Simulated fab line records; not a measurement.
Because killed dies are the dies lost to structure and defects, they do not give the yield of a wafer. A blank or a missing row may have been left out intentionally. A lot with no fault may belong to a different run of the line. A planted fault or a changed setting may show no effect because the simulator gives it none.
Which tool is to blame? :: flow gf180mcu :: 24 lots, 72 wafers sampled, at 6 steps of a route of 602

WHAT EACH GAUGE READ, for each wafer
GF_HV_LDD_CD_MEAS_46: target cd 400 nm. Usual: cd nm at 399.9 nm, with a standard deviation of 2.
lot: L074
measured: day 12 12:06
on: cd sem-02
cd nm (nm): 400.6 400.5 397.2
flag: 

lot: L075
measured: day 12 20:58
on: cd sem-02
cd nm (nm): 399.2 401.5 399.7
flag: 

lot: L076
measured: day 12 23:32
on: cd sem-01
cd nm (nm): 401.3 399.5 399.3
flag: 

lot: L077
measured: day 13 06:16
on: cd sem-02
cd nm (nm): 401.2 404.3 401.8
flag: 

lot: L078
measured: day 13 17:24
on: cd sem-02
cd nm (nm): 398.7 400.7 399.7
flag: 

lot: L079
measured: day 14 03:05
on: cd sem-02
cd nm (nm): 400.9 400.9 402.0
flag: 

lot: L080
measured: day 14 09:33
on: cd sem-02
cd nm (nm): 402.6 403.7 402.3
flag: 

lot: L081
measured: day 14 17:49
on: cd sem-02
cd nm (nm): 398.8 399.1 399.1
flag: 

lot: L082
measured: day 15 04:23
on: cd sem-01
cd nm (nm): 398.5 396.0 397.5
flag: 

lot: L083
measured: day 15 11:13
on: cd sem-01
cd nm (nm): 398.4 396.9 398.8
flag: 

lot: L084
measured: day 15 19:32
on: cd sem-02
cd nm (nm): 402.0 401.7 399.8
flag: 

lot: L085
measured: day 15 23:37
on: cd sem-01
cd nm (nm): 398.0 398.6 399.1
flag: 

lot: L086
measured: day 16 11:26
on: cd sem-01
cd nm (nm): 397.7 399.2 400.7
flag: 

lot: L087
measured: day 16 15:32
on: cd sem-01
cd nm (nm): 402.6 405.5 402.9
flag: 

lot: L088
measured: day 17 06:08
on: cd sem-01
cd nm (nm): 396.5 397.5 398.0
flag: 

lot: L089
measured: day 17 11:13
on: cd sem-02
cd nm (nm): 400.8 399.2 398.6
flag: 

lot: L090
measured: day 17 20:05
on: cd sem-02
cd nm (nm): 401.7 401.7 401.9
flag: 

lot: L091
measured: day 18 00:39
on: cd sem-02
cd nm (nm): 396.7 398.5 398.2
flag: 

lot: L092
measured: day 18 06:49
on: cd sem-01
cd nm (nm): 399.0 401.2 400.9
flag: 

lot: L093
measured: day 18 16:13
on: cd sem-01
cd nm (nm): 400.3 398.5 398.8
flag: 

lot: L094
measured: day 19 03:20
on: cd sem-01
cd nm (nm): 399.7 399.4 399.7
flag: 

lot: L095
measured: day 19 09:34
on: cd sem-02
cd nm (nm): 401.3 403.9 400.1
flag: 

lot: L096
measured: day 19 14:32
on: cd sem-01
cd nm (nm): 399.7 399.3 399.5
flag: 

lot: L097
measured: day 20 00:12
on: cd sem-01
cd nm (nm): 399.7 398.9 398.1
flag: 

GF_V1_THK_MEAS_01. Usual: for V1_CVD_00_THK the level is 599 nm and the standard deviation is 5.4.
lot: L074
measured: day 17 05:45
on: film metro-04
V1_CVD_00_THK (nm): 603 600 600
flag: 

lot: L075
measured: day 17 17:01
on: film metro-04
V1_CVD_00_THK (nm): 592 599 593
flag: 

lot: L076
measured: day 17 18:16
on: film metro-03
V1_CVD_00_THK (nm): 605 600 600
flag: 

lot: L077
measured: day 18 04:05
on: film metro-04
V1_CVD_00_THK (nm): 605 603 606
flag: 

lot: L078
measured: day 18 15:19
on: film metro-02
V1_CVD_00_THK (nm): 598 597 599
flag: 

lot: L079
measured: day 19 04:01
on: film metro-03
V1_CVD_00_THK (nm): 593 588 594
flag: 

lot: L080
measured: day 19 12:20
on: film metro-03
V1_CVD_00_THK (nm): 599 606 599
flag: 

lot: L081
measured: day 19 18:20
on: film metro-02
V1_CVD_00_THK (nm): 605 598 599
flag: 

lot: L082
measured: day 20 07:35
on: film metro-03
V1_CVD_00_THK (nm): 595 590 591
flag: 

lot: L083
measured: day 20 13:27
on: film metro-02
V1_CVD_00_THK (nm): 603 604 607
flag: 

lot: L084
measured: day 20 22:34
on: film metro-02
V1_CVD_00_THK (nm): 596 600 596
flag: 

lot: L085
measured: day 21 02:56
on: film metro-03
V1_CVD_00_THK (nm): 587 597 595
flag: 

lot: L086
measured: day 21 16:56
on: film metro-04
V1_CVD_00_THK (nm): 600 597 603
flag: 

lot: L087
measured: day 21 19:52
on: film metro-04
V1_CVD_00_THK (nm): 595 595 598
flag: 

lot: L088
measured: day 22 16:50
on: film metro-04
V1_CVD_00_THK (nm): 592 595 594
flag: 

lot: L089
measured: day 22 18:08
on: film metro-04
V1_CVD_00_THK (nm): 597 587 599
flag: 

lot: L090
measured: day 23 03:08
on: film metro-03
V1_CVD_00_THK (nm): 595 602 593
flag: 

lot: L091
measured: day 23 06:31
on: film metro-03
V1_CVD_00_THK (nm): 607 607 598
flag: 

lot: L092
measured: day 23 11:08
on: film metro-03
V1_CVD_00_THK (nm): 602 597 597
flag: 

lot: L093
measured: day 23 20:57
on: film metro-03
V1_CVD_00_THK (nm): 597 598 597
flag: 

lot: L094
measured: day 24 07:43
on: film metro-02
V1_CVD_00_THK (nm): 598 606 610
flag: 

lot: L095
measured: day 24 13:46
on: film metro-04
V1_CVD_00_THK (nm): 610 605 599
flag: 

lot: L096
measured: day 24 18:01
on: film metro-02
V1_CVD_00_THK (nm): 606 596 602
flag: 

lot: L097
measured: day 25 02:59
on: film metro-03
V1_CVD_00_THK (nm): 594 591 586
flag: 

GF_V2_RS_MEAS_24: the measuring method here is four-point-probe. Usual: for V2_W_RS the level is 0.328 ohm/sq and the standard deviation is 0.0036.
lot: L074
measured: day 20 09:51
on: film metro-04
V2_W_RS (ohm/sq): 0.330 0.327 0.328
flag: 

lot: L075
measured: day 20 20:41
on: film metro-02
V2_W_RS (ohm/sq): 0.324 0.324 0.322
flag: 

lot: L076
measured: day 20 22:05
on: film metro-04
V2_W_RS (ohm/sq): 0.326 0.325 0.322
flag: 

lot: L077
measured: day 21 07:39
on: film metro-02
V2_W_RS (ohm/sq): 0.331 0.326 0.326
flag: 

lot: L078
measured: day 21 19:58
on: film metro-01
V2_W_RS (ohm/sq): 0.328 0.327 0.329
flag: 

lot: L079
measured: day 22 07:25
on: film metro-04
V2_W_RS (ohm/sq): 0.323 0.323 0.322
flag: 

lot: L080
measured: day 22 16:05
on: film metro-02
V2_W_RS (ohm/sq): 0.330 0.327 0.330
flag: 

lot: L081
measured: day 22 21:50
on: film metro-04
V2_W_RS (ohm/sq): 0.335 0.329 0.329
flag: 

lot: L082
measured: day 23 10:20
on: film metro-02
V2_W_RS (ohm/sq): 0.331 0.330 0.330
flag: 

lot: L083
measured: day 23 16:11
on: film metro-04
V2_W_RS (ohm/sq): 0.330 0.333 0.331
flag: 

lot: L084
measured: day 23 22:41
on: film metro-04
V2_W_RS (ohm/sq): 0.329 0.329 0.331
flag: 

lot: L085
measured: day 24 04:40
on: film metro-02
V2_W_RS (ohm/sq): 0.326 0.329 0.329
flag: 

lot: L086
measured: day 24 18:59
on: film metro-01
V2_W_RS (ohm/sq): 0.328 0.326 0.330
flag: 

lot: L087
measured: day 24 20:16
on: film metro-02
V2_W_RS (ohm/sq): 0.325 0.323 0.320
flag: 

lot: L088
measured: day 25 17:05
on: film metro-04
V2_W_RS (ohm/sq): 0.327 0.323 0.326
flag: 

lot: L089
measured: day 25 17:44
on: film metro-01
V2_W_RS (ohm/sq): 0.335 0.330 0.333
flag: 

lot: L090
measured: day 26 01:34
on: film metro-02
V2_W_RS (ohm/sq): 0.331 0.325 0.329
flag: 

lot: L091
measured: day 26 04:09
on: film metro-04
V2_W_RS (ohm/sq): 0.327 0.332 0.331
flag: 

lot: L092
measured: day 26 10:55
on: film metro-02
V2_W_RS (ohm/sq): 0.330 0.330 0.329
flag: 

lot: L093
measured: day 26 19:38
on: film metro-04
V2_W_RS (ohm/sq): 0.331 0.328 0.336
flag: 

lot: L094
measured: day 27 04:13
on: film metro-01
V2_W_RS (ohm/sq): 0.331 0.333 0.333
flag: 

lot: L095
measured: day 27 10:36
on: film metro-02
V2_W_RS (ohm/sq): 0.329 0.329 0.325
flag: 

lot: L096
measured: day 27 13:12
on: film metro-02
V2_W_RS (ohm/sq): 0.332 0.330 0.330
flag: 

lot: L097
measured: day 27 21:32
on: film metro-02
V2_W_RS (ohm/sq): 0.337 0.337 0.335
flag: 

GF_V2_THK_MEAS_25: measures by xrf. Usual: for V2_W_THK the level is 360 nm and the standard deviation is 5.8.
lot: L074
measured: day 20 09:58
on: film metro-04
V2_W_THK (nm): 363 367 366
flag: 

lot: L075
measured: day 20 20:47
on: film metro-02
V2_W_THK (nm): 365 368 367
flag: 

lot: L076
measured: day 20 22:11
on: film metro-04
V2_W_THK (nm): 367 370 373
flag: 

lot: L077
measured: day 21 07:46
on: film metro-02
V2_W_THK (nm): 357 359 360
flag: 

lot: L078
measured: day 21 20:05
on: film metro-01
V2_W_THK (nm): 359 360 358
flag: 

lot: L079
measured: day 22 07:32
on: film metro-04
V2_W_THK (nm): 371 374 371
flag: 

lot: L080
measured: day 22 16:12
on: film metro-02
V2_W_THK (nm): 360 359 357
flag: 

lot: L081
measured: day 22 21:56
on: film metro-04
V2_W_THK (nm): 357 362 364
flag: 

lot: L082
measured: day 23 10:27
on: film metro-02
V2_W_THK (nm): 361 361 363
flag: 

lot: L083
measured: day 23 16:17
on: film metro-04
V2_W_THK (nm): 361 359 361
flag: 

lot: L084
measured: day 23 22:49
on: film metro-04
V2_W_THK (nm): 364 362 360
flag: 

lot: L085
measured: day 24 04:47
on: film metro-02
V2_W_THK (nm): 356 355 354
flag: 

lot: L086
measured: day 24 19:05
on: film metro-01
V2_W_THK (nm): 357 358 355
flag: 

lot: L087
measured: day 24 20:23
on: film metro-02
V2_W_THK (nm): 361 363 366
flag: 

lot: L088
measured: day 25 17:11
on: film metro-04
V2_W_THK (nm): 366 371 367
flag: 

lot: L089
measured: day 25 17:50
on: film metro-01
V2_W_THK (nm): 350 353 350
flag: 

lot: L090
measured: day 26 01:41
on: film metro-02
V2_W_THK (nm): 354 359 355
flag: 

lot: L091
measured: day 26 04:15
on: film metro-04
V2_W_THK (nm): 366 361 359
flag: 

lot: L092
measured: day 26 11:02
on: film metro-02
V2_W_THK (nm): 354 355 358
flag: 

lot: L093
measured: day 26 19:44
on: film metro-04
V2_W_THK (nm): 359 365 352
flag: 

lot: L094
measured: day 27 04:20
on: film metro-01
V2_W_THK (nm): 353 353 352
flag: 

lot: L095
measured: day 27 10:43
on: film metro-02
V2_W_THK (nm): 354 356 360
flag: 

lot: L096
measured: day 27 13:19
on: film metro-02
V2_W_THK (nm): 353 356 353
flag: 

lot: L097
measured: day 27 21:39
on: film metro-02
V2_W_THK (nm): 347 348 348
flag: 

GF_V3_THK_MEAS_03. Usual: for V3_CVD_02_THK the level is 849 nm and the standard deviation is 11.
lot: L074
measured: day 21 10:50
on: film metro-04
V3_CVD_02_THK (nm): 856 853 873
flag: 

lot: L075
measured: day 21 22:22
on: film metro-02
V3_CVD_02_THK (nm): 852 862 862
flag: 

lot: L076
measured: day 21 23:22
on: film metro-03
V3_CVD_02_THK (nm): 843 849 853
flag: 

lot: L077
measured: day 22 08:56
on: film metro-03
V3_CVD_02_THK (nm): 848 842 866
flag: 

lot: L078
measured: day 22 19:49
on: film metro-04
V3_CVD_02_THK (nm): 862 861 865
flag: 

lot: L079
measured: day 23 07:42
on: film metro-04
V3_CVD_02_THK (nm): 847 847 849
flag: 

lot: L080
measured: day 23 16:27
on: film metro-04
V3_CVD_02_THK (nm): 833 850 853
flag: 

lot: L081
measured: day 23 20:44
on: film metro-03
V3_CVD_02_THK (nm): 852 865 857
flag: 

lot: L082
measured: day 24 10:43
on: film metro-02
V3_CVD_02_THK (nm): 818 823 845
flag: 

lot: L083
measured: day 24 15:53
on: film metro-04
V3_CVD_02_THK (nm): 857 869 869
flag: 

lot: L084
measured: day 25 00:01
on: film metro-02
V3_CVD_02_THK (nm): 851 856 855
flag: 

lot: L085
measured: day 25 04:17
on: film metro-04
V3_CVD_02_THK (nm): 842 842 855
flag: 

lot: L086
measured: day 25 18:08
on: film metro-03
V3_CVD_02_THK (nm): 835 852 851
flag: 

lot: L087
measured: day 25 19:52
on: film metro-03
V3_CVD_02_THK (nm): 830 836 854
flag: 

lot: L088
measured: day 26 15:38
on: film metro-04
V3_CVD_02_THK (nm): 842 828 856
flag: 

lot: L089
measured: day 26 19:58
on: film metro-04
V3_CVD_02_THK (nm): 838 857 852
flag: 

lot: L090
measured: day 26 23:59
on: film metro-03
V3_CVD_02_THK (nm): 831 848 844
flag: 

lot: L091
measured: day 27 02:20
on: film metro-03
V3_CVD_02_THK (nm): 839 866 853
flag: 

lot: L092
measured: day 27 08:43
on: film metro-04
V3_CVD_02_THK (nm): 836 835 854
flag: 

lot: L093
measured: day 27 18:01
on: film metro-04
V3_CVD_02_THK (nm): 848 859 850
flag: 

lot: L094
measured: day 28 02:13
on: film metro-03
V3_CVD_02_THK (nm): 839 845 839
flag: 

lot: L095
measured: day 28 07:53
on: film metro-04
V3_CVD_02_THK (nm): 831 824 837
flag: 

lot: L096
measured: day 28 10:49
on: film metro-02
V3_CVD_02_THK (nm): 855 844 857
flag: 

lot: L097
measured: day 28 18:04
on: film metro-02
V3_CVD_02_THK (nm): 858 847 864
flag: 

WHICH TOOL RAN EACH LOT (tool, then ch and the chambers of the sampled wafers, then the start)
lot: L074
GF_M1_SPUTTER_00: pvd sputter-04, day 16 07:50

lot: L075
GF_M1_SPUTTER_00: pvd sputter-01, day 16 17:32

lot: L076
GF_M1_SPUTTER_00: pvd sputter-04, day 16 19:02

lot: L077
GF_M1_SPUTTER_00: pvd sputter-04, day 17 03:53

lot: L078
GF_M1_SPUTTER_00: pvd sputter-04, day 17 14:44

lot: L079
GF_M1_SPUTTER_00: pvd sputter-04, day 18 02:44

lot: L080
GF_M1_SPUTTER_00: pvd sputter-03, day 18 11:29

lot: L081
GF_M1_SPUTTER_00: pvd sputter-04, day 18 17:50

lot: L082
GF_M1_SPUTTER_00: pvd sputter-03, day 19 06:53

lot: L083
GF_M1_SPUTTER_00: pvd sputter-01, day 19 13:25

lot: L084
GF_M1_SPUTTER_00: pvd sputter-01, day 19 22:02

lot: L085
GF_M1_SPUTTER_00: pvd sputter-01, day 20 02:16

lot: L086
GF_M1_SPUTTER_00: pvd sputter-04, day 20 15:35

lot: L087
GF_M1_SPUTTER_00: pvd sputter-03, day 20 18:53

lot: L088
GF_M1_SPUTTER_00: pvd sputter-03, day 21 16:08

lot: L089
GF_M1_SPUTTER_00: pvd sputter-04, day 21 17:41

lot: L090
GF_M1_SPUTTER_00: pvd sputter-01, day 22 02:35

lot: L091
GF_M1_SPUTTER_00: pvd sputter-01, day 22 06:41

lot: L092
GF_M1_SPUTTER_00: pvd sputter-01, day 22 11:54

lot: L093
GF_M1_SPUTTER_00: pvd sputter-03, day 22 21:07

lot: L094
GF_M1_SPUTTER_00: pvd sputter-01, day 23 09:03

lot: L095
GF_M1_SPUTTER_00: pvd sputter-03, day 23 13:29

lot: L096
GF_M1_SPUTTER_00: pvd sputter-03, day 23 19:08

lot: L097
GF_M1_SPUTTER_00: pvd sputter-04, day 24 04:08
- GF_M1_SPUTTER_00: material Ti, target thk 37.5 nm, time 150 s.

AS READ BY THE TOOLS THEMSELVES (means over the sampled wafers that have a number; for cases with no such wafer, the mark the record gives instead)
GF_M1_SPUTTER_00. Usual: throttle valve pct at 30.2 %, with a standard deviation of 1.
lot: L074
tool: pvd sputter-04
throttle valve pct (%): 31.0
flag: 

lot: L075
tool: pvd sputter-01
throttle valve pct (%): 28.7
flag: 

lot: L076
tool: pvd sputter-04
throttle valve pct (%): 30.4
flag: 

lot: L077
tool: pvd sputter-04
throttle valve pct (%): 30.9
flag: 

lot: L078
tool: pvd sputter-04
throttle valve pct (%): 30.2
flag: 

lot: L079
tool: pvd sputter-04
throttle valve pct (%): 31.0
flag: 

lot: L080
tool: pvd sputter-03
throttle valve pct (%): 29.8
flag: 

lot: L081
tool: pvd sputter-04
throttle valve pct (%): 30.9
flag: 

lot: L082
tool: pvd sputter-03
throttle valve pct (%): 29.4
flag: 

lot: L083
tool: pvd sputter-01
throttle valve pct (%): 29.4
flag: 

lot: L084
tool: pvd sputter-01
throttle valve pct (%): 29.4
flag: 

lot: L085
tool: pvd sputter-01
throttle valve pct (%): 29.7
flag: 

lot: L086
tool: pvd sputter-04
throttle valve pct (%): 30.5
flag: 

lot: L087
tool: pvd sputter-03
throttle valve pct (%): 30.4
flag: 

lot: L088
tool: pvd sputter-03
throttle valve pct (%): 30.2
flag: 

lot: L089
tool: pvd sputter-04
throttle valve pct (%): 30.8
flag: 

lot: L090
tool: pvd sputter-01
throttle valve pct (%): 29.4
flag: 

lot: L091
tool: pvd sputter-01
throttle valve pct (%): 30.1
flag: 

lot: L092
tool: pvd sputter-01
throttle valve pct (%): 29.7
flag: 

lot: L093
tool: pvd sputter-03
throttle valve pct (%): 30.8
flag: 

lot: L094
tool: pvd sputter-01
throttle valve pct (%): 29.4
flag: 

lot: L095
tool: pvd sputter-03
throttle valve pct (%): 30.9
flag: 

lot: L096
tool: pvd sputter-03
throttle valve pct (%): 30.1
flag: 

lot: L097
tool: pvd sputter-04
throttle valve pct (%): 31.0
flag: 

THE ANSWER, worked out from the rows above alone
Rule: a lot counts as off when the mean over its wafers that have a number is more than 3 standard deviations away from the usual mean. A lot without any number at a reading at which 4 lots or more have one is off too. Any other lot the step has rows for is counted as sound. The gauges are gone through in route order, then the tools' own readings, and for those a lot's mean is taken as printed above. At the first step where some lot is off, the reading lying furthest off is the one used; lots without a number count as furthest.
Nothing can be told from this: no lot is off at any reading shown.

WHAT THE SIMULATOR HAD INSERTED
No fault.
